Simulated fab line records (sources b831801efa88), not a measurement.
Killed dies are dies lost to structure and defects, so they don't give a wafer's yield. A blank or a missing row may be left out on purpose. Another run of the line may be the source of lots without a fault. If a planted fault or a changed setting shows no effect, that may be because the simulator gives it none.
Chamber matching	flow gf180mcu	GF_PASSIVATION_CVD_02 on pecvd-01 has 3 sister chambers
The step deposits Si3N4, target thk 700 nm, time 486.18 s. 22 wafers are shown with their chamber, then 11 later ones without.

WAFERS WITH THEIR CHAMBER
wafer	chamber	heaterPowerW (W)
L076.2	1	583
L076.3	2	841
L076.4	1	452
L080.2	1	568
L080.4	0	619
L080.5	2	869
L084.1	1	494
L084.3	2	866
L084.4	1	539
L085.1	2	884
L085.3	0	760
L085.6	2	763
L087.1	0	733
L087.2	1	537
L087.4	0	751
L088.1	1	518
L088.5	1	558
L088.6	0	774
L093.1	1	563
L093.2	0	763
L093.4	1	458
L094.1	2	727

SIGNATURES (means of the wafers above)
reading	chamber 0	chamber 1	chamber 2	scatter within a chamber
heaterPowerW	733.33	527.00	825.00	54.4
Rule: for each reading, subtract the chamber's mean from the wafer's reading, divide by that reading's scatter and square the result; add these up over the readings and take the root, which gives the wafer's distance from the chamber. The wafer belongs to the nearest chamber; if the next one is less than 2 further off, it can't be placed. The scatter: the root of (the sum of the squares of (reading less its chamber's mean) over the shown wafers, divided by (wafers less chambers)).

WAFERS WITHOUT THEIR CHAMBER
wafer	heaterPowerW (W)
L094.4	775
L094.5	784
L095.2	540
L095.5	840
L095.6	561
L096.3	529
L096.4	747
L096.5	833
L097.1	798
L097.2	507
L097.3	760

THE CHAMBER EACH PASSED THROUGH
wafer	from the rows above	in truth
L094.4	can't be placed: 0 or 2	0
L094.5	can't be placed: 2 or 0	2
L095.2	1	1
L095.5	can't be placed: 2 or 0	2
L095.6	1	1
L096.3	1	1
L096.4	can't be placed: 0 or 2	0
L096.5	can't be placed: 2 or 0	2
L097.1	can't be placed: 2 or 0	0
L097.2	1	1
L097.3	can't be placed: 0 or 2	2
Correct placement for 4 of the 11. Not placeable from these rows: 7 (in 7, the candidates include the true chamber). 0 placed wrongly.
